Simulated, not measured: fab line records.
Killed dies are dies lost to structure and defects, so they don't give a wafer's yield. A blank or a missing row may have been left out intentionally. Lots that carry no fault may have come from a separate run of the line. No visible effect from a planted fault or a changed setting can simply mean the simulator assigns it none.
Which tool was responsible? ; flow gf180mcu ; 45 wafers from 15 lots sampled at 7 of the route's 602 steps

== WHAT THE GAUGES READ, wafer by wafer ==
GF_STI_BOW_MEAS_00.
lot;measured;on;INCOMING_BOW (um)
L410;day 1 10:00;filmMetro-03;-20 3 -8
L413;day 2 01:02;filmMetro-03;-6 2 2
L416;day 2 16:04;filmMetro-04;-3 6 -1
L418;day 3 02:04;filmMetro-04;-9 -6 -2
L419;day 3 07:04;filmMetro-02;10 -14 1
L420;day 3 12:00;filmMetro-02;-6 3 3
L421;day 3 17:00;filmMetro-04;0 -1 11
L423;day 4 03:02;filmMetro-02;-11 -3 -6
L424;day 4 08:01;filmMetro-02;8 -6 -3
L425;day 4 13:00;filmMetro-03;-5 -4 -2
L426;day 4 18:00;filmMetro-02;-10 -11 11
L429;day 5 09:02;filmMetro-04;-6 2 -4
L430;day 5 14:00;filmMetro-03;-1 6 -3
L431;day 5 19:01;filmMetro-04;4 12 1
L432;day 6 00:02;filmMetro-03;1 -4 11

GF_NWELL_TW_MEAS_11.
lot;measured;on;NWELL_TW
L410;day 3 06:59;filmMetro-01;1606 1602 1600
L413;day 4 00:30;filmMetro-03;1587 1586 1590
L416;day 4 15:43;filmMetro-03;1591 1589 1589
L418;day 5 01:04;filmMetro-04;1829 1816 1815
L419;day 5 06:43;filmMetro-01;1850 1856 1841
L420;day 5 18:29;filmMetro-04;1828 1819 1819
L421;day 6 03:42;filmMetro-04;1531 1546 1549
L423;day 6 11:42;filmMetro-03;1592 1589 1592
L424;day 6 19:05;filmMetro-03;1591 1593 1585
L425;day 6 22:42;filmMetro-01;1591 1591 1581
L426;day 7 04:02;filmMetro-01;1586 1587 1586
L429;day 7 16:15;filmMetro-04;1539 1548 1536
L430;day 7 21:50;filmMetro-03;1587 1582 1586
L431;day 8 02:15;filmMetro-03;1595 1582 1580
L432;day 8 07:58;filmMetro-03;1599 1592 1590

GF_LVPWELL_TW_MEAS_11.
lot;measured;on;LVPWELL_TW
L410;day 3 20:20;filmMetro-01;568 566 569
L413;day 4 13:46;filmMetro-01;566 565 568
L416;day 5 05:56;filmMetro-03;563 564 565
L418;day 5 14:44;filmMetro-04;1361 1360 1366
L419;day 5 21:38;filmMetro-03;1386 1390 1392
L420;day 6 09:06;filmMetro-03;1386 1384 1382
L421;day 6 19:48;filmMetro-04;544 552 547
L423;day 7 04:00;filmMetro-03;566 565 565
L424;day 7 10:59;filmMetro-03;566 566 566
L425;day 7 14:27;filmMetro-03;570 565 566
L426;day 7 20:35;filmMetro-03;569 568 564
L429;day 8 07:43;filmMetro-03;566 563 564
L430;day 8 13:38;filmMetro-01;562 562 562
L431;day 8 18:34;filmMetro-03;565 566 567
L432;day 9 00:48;filmMetro-03;564 563 564

GF_MVSD_TW_MEAS_11.
lot;measured;on;MVSD_TW
L410;day 4 10:09;filmMetro-03;1594 1589 1596
L413;day 5 03:31;filmMetro-04;1554 1551 1555
L416;day 5 20:19;filmMetro-03;1599 1595 1597
L418;day 6 06:35;filmMetro-03;1864 1868 1861
L419;day 6 13:05;filmMetro-01;1862 1858 1863
L420;day 7 00:54;filmMetro-01;1854 1837 1856
L421;day 7 11:36;filmMetro-03;1600 1603 1594
L423;day 7 20:43;filmMetro-04;1551 1546 1543
L424;day 8 02:54;filmMetro-03;1597 1604 1593
L425;day 8 06:41;filmMetro-04;1561 1554 1568
L426;day 8 11:57;filmMetro-03;1595 1600 1603
L429;day 9 00:58;filmMetro-03;1593 1591 1594
L430;day 9 07:05;filmMetro-03;1588 1592 1588
L431;day 9 11:18;filmMetro-03;1581 1593 1589
L432;day 9 17:37;filmMetro-01;1593 1602 1595

GF_HV_LDD_OVL_MEAS_20.
lot;measured;on;HV_LDD_01_OVL (nm)
L410;day 10 18:19;overlay-01;-1.3 -2.1 -0.4
L413;day 11 11:55;overlay-01;0.6 0.0 -0.3
L416;day 12 14:45;overlay-01;0.6 -0.1 0.5
L418;day 13 07:44;overlay-02;0.0 0.9 1.1
L419;day 13 12:50;overlay-01;-1.3 -1.8 -2.8
L420;day 14 01:50;overlay-01;1.5 0.3 0.2
L421;day 14 16:22;overlay-02;0.2 0.0 -2.8
L423;day 15 06:26;overlay-02;0.0 -0.5 -1.0
L424;day 15 10:34;overlay-02;-0.3 -1.0 -1.4
L425;day 15 20:31;overlay-01;-2.7 -2.0 -3.0
L426;day 16 00:49;overlay-02;-1.2 -2.6 -1.0
L429;day 16 17:04;overlay-01;-2.6 -1.8 -2.8
L430;day 17 01:28;overlay-01;0.6 -0.3 0.8
L431;day 17 07:23;overlay-01;-1.0 0.5 -2.1
L432;day 17 16:26;overlay-01;-1.1 -1.1 -1.9

== EACH LOT AND THE TOOL THAT RAN IT (in order: tool; ch and the chambers of the sampled wafers; start) ==
lot;GF_DNWELL_COAT_02;GF_VT_IMPLANT_STRIP_31
L410;lithoTrack-02 ch 0, day 2 12:27;plasmaAsher-04 ch 0,1, day 6 20:11
L413;lithoTrack-02 ch 0, day 3 04:03;plasmaAsher-02 ch 0,1, day 7 15:13
L416;lithoTrack-01 ch 0, day 3 18:50;plasmaAsher-04 ch 0,1, day 8 10:47
L418;lithoTrack-03, day 4 05:10;plasmaAsher-04 ch 0,1, day 8 23:55
L419;lithoTrack-01, day 4 09:53;plasmaAsher-04 ch 0,1, day 9 06:55
L420;lithoTrack-01, day 4 20:58;plasmaAsher-03 ch 0,1, day 9 18:14
L421;lithoTrack-01 ch 0, day 5 05:04;plasmaAsher-02 ch 0,1, day 10 05:50
L423;lithoTrack-03 ch 0, day 5 12:20;plasmaAsher-03 ch 0,1, day 10 16:52
L424;lithoTrack-02 ch 0, day 5 18:49;plasmaAsher-03 ch 0,1, day 10 22:29
L425;lithoTrack-03 ch 0, day 5 23:23;plasmaAsher-04 ch 0,1, day 11 03:47
L426;lithoTrack-03 ch 0, day 6 04:23;plasmaAsher-02 ch 0,1, day 11 10:08
L429;lithoTrack-02 ch 0, day 6 16:11;plasmaAsher-03 ch 0,1, day 12 00:43
L430;lithoTrack-03 ch 0, day 6 21:08;plasmaAsher-03 ch 0,1, day 12 08:14
L431;lithoTrack-03 ch 0, day 7 01:55;plasmaAsher-02 ch 0,1, day 12 11:38
L432;lithoTrack-01 ch 0, day 7 08:28;plasmaAsher-02 ch 0,1, day 12 20:10
- GF_DNWELL_COAT_02: resist thk 3000 nm.
- GF_VT_IMPLANT_STRIP_31: strips in O2/N2.

== AS READ BY THE TOOLS THEMSELVES (means over the sampled wafers that have a number; for cases with no such wafer, the mark the record gives instead) ==
GF_DNWELL_COAT_02.
lot;tool;chillPlateTempC (C);dispensePressureKPa (kPa)
L410;lithoTrack-02;22.96;41
L413;lithoTrack-02;22.96;41
L416;lithoTrack-01;22.90;50
L418;lithoTrack-03;-;-
L419;lithoTrack-01;-;-
L420;lithoTrack-01;-;-
L421;lithoTrack-01;22.84;50
L423;lithoTrack-03;22.93;52
L424;lithoTrack-02;22.93;41
L425;lithoTrack-03;22.87;52
L426;lithoTrack-03;22.96;52
L429;lithoTrack-02;23.03;41
L430;lithoTrack-03;23.02;52
L431;lithoTrack-03;23.15;52
L432;lithoTrack-01;23.06;50

GF_VT_IMPLANT_STRIP_31.
lot;tool;drypumpMotorCurrentA (A);heaterPowerW (W);oesProductAu (a.u.);stripTimeToEndpointS (s)
L410;plasmaAsher-04;6.1;318;0.713;12.71
L413;plasmaAsher-02;6.3;400;0.716;12.72
L416;plasmaAsher-04;6.2;320;0.715;12.65
L418;plasmaAsher-04;6.1;318;0.717;12.72
L419;plasmaAsher-04;6.1;313;0.718;12.68
L420;plasmaAsher-03;5.8;342;0.715;12.72
L421;plasmaAsher-02;6.2;402;0.714;12.76
L423;plasmaAsher-03;5.8;341;0.716;12.70
L424;plasmaAsher-03;5.5;350;0.715;12.68
L425;plasmaAsher-04;6.2;323;0.717;12.70
L426;plasmaAsher-02;6.3;407;0.717;12.73
L429;plasmaAsher-03;5.5;350;0.721;12.70
L430;plasmaAsher-03;5.8;341;0.718;12.67
L431;plasmaAsher-02;6.2;397;0.715;12.69
L432;plasmaAsher-02;6.4;401;0.715;12.77

== THE ANSWER, worked out from the rows above alone ==
Rule: the usual values come from the lots themselves. Put in order of their means at a reading, lots are off if they are a third of the lots or fewer, leave a main group of 4 or more, and stand apart from it by a gap of 3 or more times the standard deviation of the main group's means; of several such gaps the widest counts. If all means in a main group match to the digits the tables above print for the reading, that group is not used. A lot without any number at a reading at which 4 lots or more have one is off too. All remaining lots with rows at the step are treated as sound. After the gauges, taken in route order, come the tools' own readings; for these a lot's mean is taken, as printed above. The first step at which some lot is off is used, and at that step the reading that is off furthest; a lot without a number counts as furthest.
Off: at GF_NWELL_TW_MEAS_11 (NWELL_TW), L418, L419, L420. The main group: mean 1582, standard deviation 19.
If a tool, at a process step before that reading, ran all the lots that are off and no sound lot after the first of them, it fits. Not tried: the gauges at GF_NWELL_TW_MEAS_11; whatever is off there is also off at GF_DNWELL_COAT_02, on other tools, and gauge error can't account for it. No candidate that was tried fits.

== WHAT THE SIMULATOR HAD INSERTED ==
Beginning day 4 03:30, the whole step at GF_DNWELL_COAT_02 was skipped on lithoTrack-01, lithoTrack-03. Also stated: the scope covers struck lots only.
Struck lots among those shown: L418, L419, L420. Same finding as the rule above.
